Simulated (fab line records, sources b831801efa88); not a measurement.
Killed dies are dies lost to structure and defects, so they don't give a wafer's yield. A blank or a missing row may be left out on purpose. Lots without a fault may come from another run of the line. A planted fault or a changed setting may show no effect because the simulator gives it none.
fab line records | flow sfq_line
record lots=7 wafers=21 last_day=74
route steps=325 shown L0@4 L0V@16 M0@28 I0@43 M8@325
lots that met no fault: from a run of the same line without faults
start_h: hours from the record's first day to the start of the lot's first wafer shown | wait_h: hours since the lot's step before | " the same as in the row above | L1.1+2: a row that stands for several wafers | - no value, or no start given | * or withheld: withheld | < > ~ a bound
route shown NAME@n: a module of which the file shows steps, and the number in the route of the first | usual: mean/standard deviation of fault-free wafers | same: alike in all rows | chamber/n: place in a boat | sites: the reading at each site | _std_site: their standard deviation | _edge_site: outer sites' mean less inner sites' | radius_mm: how far each site lies from the wafer's centre | mask NAME#n: copy n | behind: the tool/chamber that last shaped the wafer | hold: why the lot was held/for how many hours/how that ended | device: the transistor (n, p or np) that didn't switch | end of line: the same wafers' tests at the end of the route | a step without rows: its recipe alone | killed: dies lost to structure and defects at the first sort, not the wafer's yield | map: a wafer's dies, x killed, . not, _ none there
set.NAME: the setting as run; set.NAME@STEP: as run at that earlier step | model.NAME: the simulator's own value behind a step, which no gauge read
lots at some steps of the route; a table a step, a row a wafer
services: from which hour (start_h, from the record's first day; less than 0 if before it) a tool's chamber was out of use, for how many hours, and why
## steps
# step SFQ_L0_RS_MEAS_901
# recipe thk_meas_gauge=four-point-probe reads=MoNx_KI_of_TRILAYER_L0_DEP_SPUTTER_003
# usual L0_MONX_KI_RS=43.5/0.55
# columns lot.wafer tool chamber start_h wait_h L0_MONX_KI_RS[ohm/sq]
L795.3 film_metro-01 - 12.60 0.1 43.8
L795.4 " - " " 43.6
L795.5 " - " " 43.3
L796.1 film_metro-02 - 17.56 0.0 43.7
L796.4 " - " " 44.0
L796.5 " - " " 44.2
L799.1 film_metro-04 - 32.56 0.0 43.2
L799.2 " - " " 44.3
L799.4 " - " " 43.3
L804.3 film_metro-02 - 57.60 0.1 43.4
L804.4 " - " " 43.1
L804.5 " - " " 43.3
L806.2 film_metro-04 - 67.58 0.1 43.6
L806.4 " - " " 43.1
L806.6 " - " " 42.9
L809.2 film_metro-04 - 82.58 0.1 43.4
L809.5 " - " " 43.1
L809.6 " - " " 43.0
L810.1 film_metro-02 - 87.56 0.0 42.7
L810.2 " - " " 43.4
L810.5 " - " " 42.6
# step SFQ_L0_THK_MEAS_902
# recipe thk_meas_gauge=xrf reads=MoNx_KI_of_TRILAYER_L0_DEP_SPUTTER_003
# usual L0_MONX_KI_THK=39.1/0.57
# columns lot.wafer tool chamber start_h wait_h L0_MONX_KI_THK[nm]
L795.3 film_metro-01 - 12.70 0.1 38.4
L795.4 " - " " 38.6
L795.5 " - " " 38.8
L796.1 film_metro-02 - 17.68 0.1 39.0
L796.4 " - " " 38.7
L796.5 " - " " 38.7
L799.1 film_metro-04 - 32.68 0.1 39.3
L799.2 " - " " 38.2
L799.4 " - " " 39.2
L804.3 film_metro-02 - 57.70 0.1 39.5
L804.4 " - " " 39.9
L804.5 " - " " 39.6
L806.2 film_metro-04 - 67.69 0.1 39.0
L806.4 " - " " 39.5
L806.6 " - " " 39.8
L809.2 film_metro-04 - 82.69 0.1 39.3
L809.5 " - " " 39.5
L809.6 " - " " 39.6
L810.1 film_metro-02 - 87.68 0.1 39.8
L810.2 " - " " 39.3
L810.5 " - " " 39.8
# step SFQ_TRILAYER_L0_LITHO_COAT_010
# recipe resist=BARC spin_rpm=3000 resist_thk_nm=62
# step SFQ_TRILAYER_L0_LITHO_COAT_005
# recipe resist=KrF spin_rpm=3000 resist_thk_nm=600
# step SFQ_TRILAYER_L0_LITHO_SOFTBAKE_009
# recipe temp_c=withheld time_s=withheld resist=KrF
# step SFQ_TRILAYER_L0_LITHO_EXPOSE_006
# recipe mask_id=L0 na=0.6 source_shape=conventional sigma_outer=0.65 target_cd_nm=2000 dose_mj=14.4
# step SFQ_TRILAYER_L0_LITHO_PEB_008
# recipe peb_temp_c=115 peb_time_s=60 resist=KrF
# step SFQ_TRILAYER_L0_LITHO_DEVELOP_007
# recipe time_s=60 resist=KrF
# step SFQ_TRILAYER_L0_BARC_OPEN_METAL_ETCH_010
# recipe mask_material=PR chemistry=O2 target_depth_nm=125 target=BARC icp_w=600 bias_w=80 pressure_mtorr=10 time_s=41.7
# usual drypump_motor_current_A=6.15/0.25 oes_product_au=0.685/0.0051 rf_fwd_power_W=594.7/2.1
# same time_s=41.7
# columns lot.wafer tool chamber start_h wait_h drypump_motor_current_A oes_product_au rf_fwd_power_W rf_hours_counter_h
L795.3 rie_metal-04 1 52.09 0.1 6.06 0.680 596.5 -
L795.4 " 1 " " 6.10 0.681 594.8 -
L795.5 " 1 " " 6.09 0.679 595.5 -
L796.1 rie_metal-03 1 56.85 0.1 6.59 0.676 594.6 146
L796.4 " 0 " " 5.95 0.678 594.3 -
L796.5 " 1 " " 6.59 0.677 593.3 -
L799.1 rie_metal-04 0 72.45 0.1 5.80 0.698 593.0 0
L799.2 " 1 " " 6.08 0.682 599.3 34
L799.4 " 1 " " 6.06 0.689 595.7 -
L804.3 rie_metal-04 1 97.67 0.1 6.10 0.680 597.6 -
L804.4 " 0 " " 5.87 0.686 590.5 -
L804.5 " 0 " " 5.85 0.688 591.0 -
L806.2 rie_metal-03 1 108.45 0.1 6.59 0.676 595.8 156
L806.4 " 1 " " 6.63 0.684 592.8 -
L806.6 " 1 " " 6.60 0.685 594.2 -
L809.2 rie_metal-03 0 120.45 0.1 5.91 0.686 597.3 7
L809.5 " 1 " " 6.58 0.681 591.2 -
L809.6 " 0 " " 5.88 0.683 595.7 -
L810.1 rie_metal-01 1 127.65 0.1 6.33 0.693 594.3 197
L810.2 " 0 " " 6.19 0.687 595.0 10
L810.5 " 0 " " 6.22 0.681 595.1 -
# step SFQ_TRILAYER_L0_ETCH_METAL_ETCH_008
# recipe target=MoNx_KI stop_on=SiO2 mask_material=PR chemistry=SF6/O2 target_depth_nm=50 icp_w=600 bias_w=80 pressure_mtorr=10 time_s=25
# step SFQ_TRILAYER_L0_STRIP_STRIP_009
# recipe gas=O2 power_w=200 platen_temp_c=40 overash_fraction=0.65 chemistry=O2 pressure_mtorr=50
# step SFQ_TRILAYER_L0_STRIP_SOLV_CLEAN_010
# recipe chemistry=NMP temp_c=70 time_s=600
# step SFQ_TRILAYER_L0_CAP_PECVD_011
# recipe material=SiO2 temp_c=150 time_s=13.333 pressure_torr=2.4 rf_w=183.3 precursor=SiH4/N2O target_thk_nm=60
# usual heater_power_w=77/15 rf_fwd_power_W=180.3/0.9 throttle_valve_pct=25.9/2
# columns lot.wafer tool chamber start_h wait_h heater_power_w rf_fwd_power_W since_wet_clean_h throttle_valve_pct model.SiO2_of_TRILAYER_L0_CAP_PECVD_011.thk_nm
L795.3 pecvd-01 2 53.67 0.0 79 180.8 215 24.4 59.91
L795.4 " 2 " " 81 180.9 - 24.3 60.25
L795.5 " 1 " " 98 180.7 - 23.1 61.55
L796.1 pecvd-03 2 57.73 0.0 63 180.9 972 28.5 59.02
L796.4 " 1 " " 93 181.3 - 27.0 60.57
L796.5 " 2 " " 64 180.6 - 28.6 60.36
L799.1 pecvd-02 1 73.33 0.0 66 180.0 1357 28.5 60.17
L799.2 " 0 " " 52 179.2 1357 26.4 60.48
L799.4 " 1 " " 66 180.0 - 28.4 60.59
L804.3 pecvd-03 2 98.54 0.0 63 180.4 - 28.7 59.73
L804.4 " 1 " " 102 180.8 - 27.2 59.5
L804.5 " 2 " " 62 180.2 - 28.5 59.88
L806.2 pecvd-03 2 109.33 0.0 67 180.4 1024 28.6 88.83
L806.4 " 1 " " 92 180.7 - 27.2 58.8
L806.6 " 2 " " 71 180.5 - 28.6 89.88
L809.2 pecvd-03 0 121.50 0.0 83 180.9 1036 23.4 58.33
L809.5 " 2 " " 72 180.4 - 28.5 90.05
L809.6 " 0 " " 85 181.0 - 23.2 58.86
L810.1 pecvd-03 2 128.53 0.0 66 180.0 1043 28.4 89.36
L810.2 " 1 " " 91 179.6 1043 27.4 58.92
L810.5 " 0 " " 77 180.6 - 23.5 60.09
# step SFQ_TRILAYER_L0_VIA_LITHO_COAT_018
# recipe resist=BARC spin_rpm=3000 resist_thk_nm=62
# step SFQ_TRILAYER_L0_VIA_LITHO_COAT_013
# recipe resist=KrF spin_rpm=3000 resist_thk_nm=650
# step SFQ_TRILAYER_L0_VIA_LITHO_SOFTBAKE_017
# recipe temp_c=withheld time_s=withheld resist=KrF
# step SFQ_TRILAYER_L0_VIA_LITHO_EXPOSE_014
# recipe mask_id=L0V na=0.6 source_shape=conventional sigma_outer=0.65 target_cd_nm=700 dose_mj=21.3
# step SFQ_TRILAYER_L0_VIA_LITHO_PEB_016
# recipe peb_temp_c=115 peb_time_s=60 resist=KrF
# step SFQ_TRILAYER_L0_VIA_LITHO_DEVELOP_015
# recipe time_s=60 resist=KrF
# step SFQ_L0V_OVL_MEAS_903
# usual L0V_OVL=-5/5.1
# columns lot.wafer tool chamber start_h wait_h L0V_OVL[nm]
L795.3 overlay-02 - 111.67 0.1 -2
L795.4 " - " " 1
L795.5 " - " " -4
L796.1 overlay-01 - 116.46 0.1 -5
L796.4 " - " " -1
L796.5 " - " " -5
L799.1 overlay-02 - 130.08 0.1 6
L799.2 " - " " 1
L799.4 " - " " 1
L804.3 overlay-01 - 157.79 0.1 -1
L804.4 " - " " 2
L804.5 " - " " -8
L806.2 overlay-01 - 172.19 0.1 -8
L806.4 " - " " -16
L806.6 " - " " -10
L809.2 overlay-01 - 187.68 0.1 -9
L809.5 " - " " -8
L809.6 " - " " -9
L810.1 overlay-02 - 197.27 0.1 -13
L810.2 " - " " -8
L810.5 " - " " -9
# step SFQ_TRILAYER_L0_VIA_BARC_OPEN_VIA_ETCH_021
# recipe mask_material=PR chemistry=O2 target_depth_nm=125 target=BARC source_w=500 bias_w=80 pressure_mtorr=30 time_s=41.7
# usual drypump_motor_current_A=5.9/0.49 oes_product_au=0.685/0.0046 rf_fwd_power_W=494.0/1.8
# same time_s=41.7
# columns lot.wafer tool chamber start_h wait_h drypump_motor_current_A oes_product_au rf_fwd_power_W rf_hours_counter_h
L795.3 rie_diel-04 2 111.70 0.0 6.7 0.687 490.2 6
L795.4 " 3 " " 5.8 0.686 496.5 140
L795.5 " 0 " " 6.2 0.690 493.0 -
L796.1 rie_diel-04 0 116.50 0.0 6.2 0.687 494.0 2
L796.4 " 1 " " 5.6 0.687 493.2 96
L796.5 " 0 " " 6.2 0.687 493.1 -
L799.1 rie_diel-01 0 130.12 0.0 4.9 0.681 494.2 25
L799.2 " 2 " " 6.3 0.681 492.7 103
L799.4 " 3 " " 5.9 0.683 494.8 45
L804.3 rie_diel-02 2 157.82 0.0 5.8 0.683 495.7 44
L804.4 " 0 " " 5.6 0.685 495.6 120
L804.5 " 2 " " 5.8 0.683 495.0 -
L806.2 rie_diel-04 2 172.22 0.0 6.7 0.687 493.0 8
L806.4 " 1 " " 5.6 0.686 494.9 -
L806.6 " 2 " " 6.7 0.678 495.5 -
L809.2 rie_diel-02 3 187.71 0.0 6.7 0.683 495.0 31
L809.5 " 3 " " 6.8 0.687 496.0 -
L809.6 " 0 " " 5.6 0.679 494.7 -
L810.1 rie_diel-01 2 197.31 0.0 6.3 0.694 495.9 105
L810.2 " 0 " " 4.9 0.687 491.0 26
L810.5 " 0 " " 4.9 0.690 492.6 -
# step SFQ_TRILAYER_L0_VIA_ETCH_VIA_ETCH_016
# recipe target=SiO2 stop_on=MoNx_KI mask_material=PR chemistry=CHF3 target_depth_nm=80 source_w=500 bias_w=80 pressure_mtorr=30 time_s=withheld
# usual drypump_motor_current_A=5.9/0.49 oes_product_au=0.842/0.0078 rf_fwd_power_W=494.5/1.9
# columns lot.wafer tool chamber start_h wait_h drypump_motor_current_A oes_product_au rf_fwd_power_W model.L0V.feature_depth_nm model.etch.depth_nm
L795.3 rie_diel-04 2 111.74 0.0 6.7 0.836 494.9 59.91 59.91
L795.4 " 3 " " 5.8 0.845 495.7 60.25 60.25
L795.5 " 0 " " 6.2 0.854 494.0 61.55 61.55
L796.1 rie_diel-04 0 116.54 0.0 6.2 0.830 498.4 59.02 59.02
L796.4 " 1 " " 5.7 0.851 495.0 60.57 60.57
L796.5 " 0 " " 6.1 0.842 498.2 60.36 60.36
L799.1 rie_diel-01 0 130.16 0.0 4.9 0.843 493.4 60.17 60.17
L799.2 " 2 " " 6.3 0.845 496.5 60.48 60.48
L799.4 " 3 " " 5.9 0.850 495.3 60.59 60.59
L804.3 rie_diel-02 2 157.86 0.0 5.8 0.842 496.7 59.73 59.73
L804.4 " 0 " " 5.6 0.838 496.2 59.5 59.5
L804.5 " 2 " " 5.8 0.843 496.8 59.88 59.88
L806.2 rie_diel-04 2 172.26 0.0 6.7 0.991 493.6 78.5 78.5
L806.4 " 1 " " 5.7 0.828 494.8 58.8 58.8
L806.6 " 2 " " 6.7 0.994 494.6 78.76 78.76
L809.2 rie_diel-02 3 187.75 0.0 6.8 0.840 497.5 58.33 58.33
L809.5 " 3 " " 6.8 0.978 495.5 77.55 77.55
L809.6 " 0 " " 5.6 0.836 492.9 58.86 58.86
L810.1 rie_diel-01 2 197.35 0.0 6.3 0.993 496.7 79.55 79.55
L810.2 " 0 " " 4.9 0.838 494.2 58.92 58.92
L810.5 " 0 " " 4.9 0.846 494.8 60.09 60.09
# step SFQ_TRILAYER_L0_VIA_STRIP_STRIP_017
# recipe gas=O2 power_w=200 platen_temp_c=40 overash_fraction=0.65 chemistry=O2 pressure_mtorr=50
# usual drypump_motor_current_A=6.0/0.37 oes_product_au=0.993/0.0097
# columns lot.wafer tool chamber start_h wait_h drypump_motor_current_A oes_product_au rf_hours_counter_h
L795.3 rie_metal-02 0 111.98 - 5.5 1.003 -
L795.4 " 1 " " 5.8 0.996 -
L795.5 " 0 " " 5.6 0.993 -
L796.1 rie_metal-02 0 116.58 - 5.6 0.998 99
L796.4 " 0 " " 5.6 0.999 -
L796.5 " 0 " " 5.6 1.001 -
L799.1 rie_metal-03 1 130.20 - 6.6 1.003 161
L799.2 " 0 " " 5.9 0.993 9
L799.4 " 0 " " 5.9 0.983 -
L804.3 rie_metal-03 0 158.10 - 5.9 0.983 -
L804.4 " 1 " " 6.6 0.996 -
L804.5 " 1 " " 6.6 0.987 -
L806.2 rie_metal-03 0 172.30 - 5.9 0.975 17
L806.4 " 0 " " 5.9 0.983 -
L806.6 " 1 " " 6.6 0.978 -
L809.2 rie_metal-02 0 187.80 - 5.6 0.997 111
L809.5 " 1 " " 5.8 1.010 -
L809.6 " 0 " " 5.6 0.994 -
L810.1 rie_metal-02 0 197.40 - 5.6 0.997 113
L810.2 " 1 " " 5.7 1.017 20
L810.5 " 1 " " 5.7 0.991 -
# step SFQ_TRILAYER_L0_VIA_STRIP_SOLV_CLEAN_018
# recipe chemistry=NMP temp_c=70 time_s=600
# step SFQ_TRILAYER_M0_DEP_PRE_CLEAN_020
# recipe gas=Ar time_s=15 bias_v=250
# usual bias_v=250.2/2.5
# same time_s=15
# columns lot.wafer tool chamber start_h wait_h bias_v model.SiO2_of_TRILAYER_L0_CAP_PECVD_011.thk_nm
L795.3 pvd_sputter-05 - 112.56 0.0 247.2 54.91
L795.4 " - " " 249.7 55.25
L795.5 " - " " 253.1 56.55
L796.1 pvd_sputter-05 - 117.36 0.0 247.7 54.02
L796.4 " - " " 250.3 55.57
L796.5 " - " " 251.7 55.36
L799.1 pvd_sputter-05 - 130.98 0.0 253.8 55.17
L799.2 " - " " 248.8 55.48
L799.4 " - " " 253.4 55.59
L804.3 pvd_sputter-04 - 158.69 0.0 252.3 54.73
L804.4 " - " " 254.1 54.5
L804.5 " - " " 250.0 54.88
L806.2 pvd_sputter-04 - 173.08 0.0 249.2 83.83
L806.4 " - " " 256.5 53.8
L806.6 " - " " 253.6 84.88
L809.2 pvd_sputter-05 - 188.57 0.0 247.8 53.33
L809.5 " - " " 249.4 85.05
L809.6 " - " " 249.7 53.86
L810.1 pvd_sputter-05 - 198.17 0.0 253.1 84.36
L810.2 " - " " 250.6 53.92
L810.5 " - " " 244.9 55.09
# step SFQ_TRILAYER_M0_DEP_SPUTTER_019
# recipe material=Nb base_pressure_pa=1.33e-06 chamber_pressure_pa=0.1333 substrate_temp_c=20 resputter_cathode_voltage_v=400 target_thk_nm=200 power_w=2000 time_s=133.3
# step SFQ_M0_RS_MEAS_904
# recipe thk_meas_gauge=four-point-probe reads=Nb_of_TRILAYER_M0_DEP_SPUTTER_019
# usual M0_NB_RS=0.884/0.012
# columns lot.wafer tool chamber start_h wait_h M0_NB_RS[ohm/sq]
L795.3 film_metro-03 - 112.71 0.1 0.901
L795.4 " - " " 0.903
L795.5 " - " " 0.900
L796.1 film_metro-02 - 117.47 0.0 0.861
L796.4 " - " " 0.886
L796.5 " - " " 0.878
L799.1 film_metro-03 - 131.09 0.0 0.888
L799.2 " - " " 0.858
L799.4 " - " " 0.881
L804.3 film_metro-02 - 158.85 0.1 0.860
L804.4 " - " " 0.875
L804.5 " - " " 0.873
L806.2 film_metro-01 - 173.21 0.1 0.887
L806.4 " - " " 0.886
L806.6 " - " " 0.889
L809.2 film_metro-03 - 188.71 0.1 0.865
L809.5 " - " " 0.863
L809.6 " - " " 0.879
L810.1 film_metro-01 - 198.29 0.0 0.887
L810.2 " - " " 0.877
L810.5 " - " " 0.877
# step SFQ_TRILAYER_M0_LITHO_COAT_026
# recipe resist=BARC spin_rpm=3000 resist_thk_nm=62
# step SFQ_TRILAYER_M0_LITHO_COAT_021
# recipe resist=KrF spin_rpm=3000 resist_thk_nm=600
# step SFQ_TRILAYER_M0_LITHO_SOFTBAKE_025
# recipe temp_c=withheld time_s=withheld resist=KrF
# step SFQ_TRILAYER_M0_LITHO_EXPOSE_022
# recipe mask_id=M0 na=0.6 source_shape=conventional sigma_outer=0.65 target_cd_nm=500 dose_mj=14.4
# step SFQ_TRILAYER_M0_LITHO_PEB_024
# recipe peb_temp_c=115 peb_time_s=60 resist=KrF
# step SFQ_TRILAYER_M0_LITHO_DEVELOP_023
# recipe time_s=60 resist=KrF
# step SFQ_M0_OVL_MEAS_906
# usual M0_OVL=2/6.7
# columns lot.wafer tool chamber start_h wait_h M0_OVL[nm]
L795.3 overlay-01 - 176.99 0.1 8
L795.4 " - " " -1
L795.5 " - " " 6
L796.1 overlay-01 - 179.38 0.1 19
L796.4 " - " " 19
L796.5 " - " " 12
L799.1 overlay-01 - 202.07 0.1 -6
L799.2 " - " " 1
L799.4 " - " " 1
L804.3 overlay-02 - 231.89 0.1 5
L804.4 " - " " -1
L804.5 " - " " 3
L806.2 overlay-02 - 248.68 0.1 -9
L806.4 " - " " -8
L806.6 " - " " -5
L809.2 overlay-02 - 264.28 0.1 3
L809.5 " - " " 11
L809.6 " - " " 12
L810.1 overlay-01 - 272.22 0.1 1
L810.2 " - " " -7
L810.5 " - " " 2
# step SFQ_TRILAYER_M0_BARC_OPEN_METAL_ETCH_031
# recipe mask_material=PR chemistry=O2 target_depth_nm=125 target=BARC icp_w=600 bias_w=80 pressure_mtorr=10 time_s=41.7
# usual drypump_motor_current_A=5.93/0.28 oes_product_au=0.685/0.0047 rf_fwd_power_W=593.0/3
# same time_s=41.7
# columns lot.wafer tool chamber start_h wait_h drypump_motor_current_A oes_product_au rf_fwd_power_W rf_hours_counter_h
L795.3 rie_metal-02 0 177.04 0.0 5.55 0.686 588.6 -
L795.4 " 1 " " 5.76 0.688 591.1 -
L795.5 " 0 " " 5.56 0.682 590.9 -
L796.1 rie_metal-04 0 179.42 0.0 5.84 0.683 594.7 19
L796.4 " 1 " " 6.09 0.684 595.5 -
L796.5 " 1 " " 6.08 0.681 592.7 -
L799.1 rie_metal-02 0 202.11 0.0 5.55 0.678 595.1 114
L799.2 " 1 " " 5.75 0.684 592.6 21
L799.4 " 1 " " 5.74 0.687 594.6 -
L804.3 rie_metal-01 0 231.93 0.0 6.22 0.688 595.3 -
L804.4 " 1 " " 6.34 0.685 596.9 -
L804.5 " 0 " " 6.19 0.680 594.6 -
L806.2 rie_metal-02 1 248.71 0.0 5.74 0.684 593.6 30
L806.4 " 0 " " 5.59 0.685 593.4 -
L806.6 " 0 " " 5.59 0.686 594.0 -
L809.2 rie_metal-04 0 264.31 0.0 5.85 0.688 594.2 30
L809.5 " 0 " " 5.85 0.687 592.8 -
L809.6 " 1 " " 6.10 0.686 595.3 -
L810.1 rie_metal-02 1 272.26 0.0 5.78 0.684 590.9 34
L810.2 " 0 " " 5.55 0.689 590.8 127
L810.5 " 0 " " 5.59 0.682 588.5 -
# step SFQ_TRILAYER_M0_ETCH_METAL_ETCH_024
# recipe target=Nb stop_on=SiO2 mask_material=PR chemistry=Cl2/Ar target_depth_nm=240 icp_w=600 bias_w=80 pressure_mtorr=10 time_s=120
# usual drypump_motor_current_A=5.93/0.28 oes_product_au=0.898/0.0084 rf_fwd_power_W=596.7/2
# same time_s=120
# columns lot.wafer tool chamber start_h wait_h drypump_motor_current_A oes_product_au rf_fwd_power_W rf_hours_counter_h
L795.3 rie_metal-02 0 177.12 0.1 5.54 0.890 600.9 -
L795.4 " 1 " " 5.76 0.884 596.4 -
L795.5 " 0 " " 5.51 0.891 596.3 -
L796.1 rie_metal-04 0 179.48 0.0 5.83 0.909 596.8 19
L796.4 " 1 " " 6.10 0.902 598.2 -
L796.5 " 1 " " 6.10 0.902 593.9 -
L799.1 rie_metal-02 0 202.17 0.0 5.58 0.895 595.8 114
L799.2 " 1 " " 5.76 0.911 597.1 21
L799.4 " 1 " " 5.81 0.903 595.7 -
L804.3 rie_metal-01 0 232.01 0.1 6.21 0.908 598.8 -
L804.4 " 1 " " 6.32 0.900 598.1 -
L804.5 " 0 " " 6.25 0.904 598.8 -
L806.2 rie_metal-02 1 248.77 0.0 5.77 0.893 593.8 30
L806.4 " 0 " " 5.58 0.903 593.1 -
L806.6 " 0 " " 5.54 0.896 596.2 -
L809.2 rie_metal-04 0 264.37 0.0 5.82 0.913 597.8 30
L809.5 " 0 " " 5.84 0.910 598.7 -
L809.6 " 1 " " 6.07 0.900 601.2 -
L810.1 rie_metal-02 1 272.32 0.0 5.76 0.898 599.2 34
L810.2 " 0 " " 5.57 0.905 593.4 127
L810.5 " 0 " " 5.56 0.904 595.5 -
# step SFQ_TRILAYER_M0_STRIP_STRIP_025
# recipe gas=O2 power_w=200 platen_temp_c=40 overash_fraction=0.65 chemistry=O2 pressure_mtorr=50
# step SFQ_TRILAYER_M0_STRIP_SOLV_CLEAN_026
# recipe chemistry=NMP temp_c=70 time_s=600
# step SFQ_TRILAYER_I0_DEP_PECVD_027
# recipe material=SiO2 temp_c=150 time_s=111.11 pressure_torr=2.4 rf_w=183.3 precursor=SiH4/N2O target_thk_nm=500
# step SFQ_TRILAYER_I0_CMP_CMP_028
# recipe material=SiO2 down_force_psi=3 platen_rpm=60 pad_velocity_m_s=0.94248
# step SFQ_I0_BOW_MEAS_907
# recipe mode=bow
# usual I0_BOW=1/6.7
# columns lot.wafer tool chamber start_h wait_h I0_BOW[um]
L795.3 film_metro-03 - 184.48 1.5 -3
L795.4 " - " " 9
L795.5 " - " " -2
L796.1 film_metro-04 - 190.44 2.0 8
L796.4 " - " " 5
L796.5 " - " " 1
L799.1 film_metro-01 - 215.54 1.5 0
L799.2 " - " " -2
L799.4 " - " " -3
L804.3 film_metro-04 - 247.28 2.5 0
L804.4 " - " " 2
L804.5 " - " " 2
L806.2 film_metro-01 - 261.56 1.0 1
L806.4 " - " " 6
L806.6 " - " " 3
L809.2 film_metro-01 - 268.37 2.0 1
L809.5 " - " " -2
L809.6 " - " " -5
L810.1 film_metro-04 - 282.54 2.0 4
L810.2 " - " " -1
L810.5 " - " " -5
# step SFQ_M8_BOW_MEAS_951
# recipe mode=bow
# usual M8_BOW=10/12
# columns lot.wafer tool chamber start_h wait_h M8_BOW[um] model.etest.l0v.link_ohm
L795.3 film_metro-03 - 1611.35 0.0 9 44.74
L795.4 " - " " 20 44.56
L795.5 " - " " 10 44.33
L796.1 film_metro-03 - 1618.50 0.0 17 44.56
L796.4 " - " " 16 44.99
L796.5 " - " " 10 45.06
L799.1 film_metro-04 - 1637.52 0.0 8 44.15
L799.2 " - " " 9 45.16
L799.4 " - " " 8 44.28
L804.3 film_metro-03 - 1683.02 0.0 12 44.23
L804.4 " - " " 14 44.02
L804.5 " - " " 14 44.18
L806.2 film_metro-04 - 1761.81 0.0 13 1e+06
L806.4 " - " " 17 44.01
L806.6 " - " " 14 1e+06
L809.2 film_metro-01 - 1772.47 0.0 23 44.21
L809.5 " - " " 19 1e+06
L809.6 " - " " 16 44.01
L810.1 film_metro-03 - 1777.25 0.0 25 1e+06
L810.2 " - " " 21 44.16
L810.5 " - " " 17 43.47
## services
# columns tool chamber start_h hours kind
pecvd-03 - 28.37 2.4 repair
pvd_sputter-05 - 33.32 2.2 repair
rie_diel-04 - 79.10 0.6 repair
rie_diel-04 - 88.25 0.2 repair
rie_metal-02 1 88.77 21.4 repair
pecvd-03 - 89.28 3.4 repair
pecvd-03 0 89.85 20.3 repair
pvd_sputter-05 - 104.97 1.6 repair
rie_diel-04 2 105.77 4.6 repair
rie_metal-03 - 113.18 0.6 repair
rie_metal-02 - 117.35 0.7 repair
rie_diel-04 0 130.05 2.4 repair
rie_metal-03 1 140.07 3.2 repair
rie_diel-04 3 150.65 22.2 repair
pecvd-03 - 162.05 1.8 repair
rie_diel-04 - 172.84 0.5 repair
rie_metal-04 - 183.36 0.2 repair
pecvd-03 - 189.08 1.2 repair
pvd_sputter-05 - 213.91 6.9 repair
rie_diel-04 2 216.47 1.9 repair
rie_metal-04 - 225.93 14.6 pm
pecvd-03 - 243.61 2.4 repair
rie_metal-04 - 250.74 4.3 pm
rie_metal-04 - 257.96 6.2 repair
## key
first_sign step=SFQ_TRILAYER_L0_VIA_ETCH_VIA_ETCH_016 reading=oes_product_au direction=up sigmas=19 usual=0.842 struck=0.989
effect none on later readings
model_effect step=SFQ_TRILAYER_L0_CAP_PECVD_011 value=SiO2_of_TRILAYER_L0_CAP_PECVD_011.thk_nm without=59.45 struck=89.53
model_effect step=SFQ_TRILAYER_L0_VIA_ETCH_VIA_ETCH_016 value=L0V.feature_depth_nm without=59.45 struck=78.59
model_effect step=SFQ_TRILAYER_M0_DEP_PRE_CLEAN_020 value=SiO2_of_TRILAYER_L0_CAP_PECVD_011.thk_nm without=54.45 struck=84.53
model_effect step=SFQ_M8_BOW_MEAS_951 value=etest.l0v.link_ohm without=43.97 struck=1e+06
met_at SFQ_TRILAYER_L0_CAP_PECVD_011
struck_wafers L806.2,L806.6,L809.5,L810.1
onset_between 98.54 109.33
fault kind=process_parameter_drift tool=pecvd-03 chamber=2 onset_h=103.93 steps=SFQ_TRILAYER_L0_CAP_PECVD_011 channel=target_thk_nm offset=30.119 shape=step end_h=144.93 acts_in=these_recipes_only stated=60
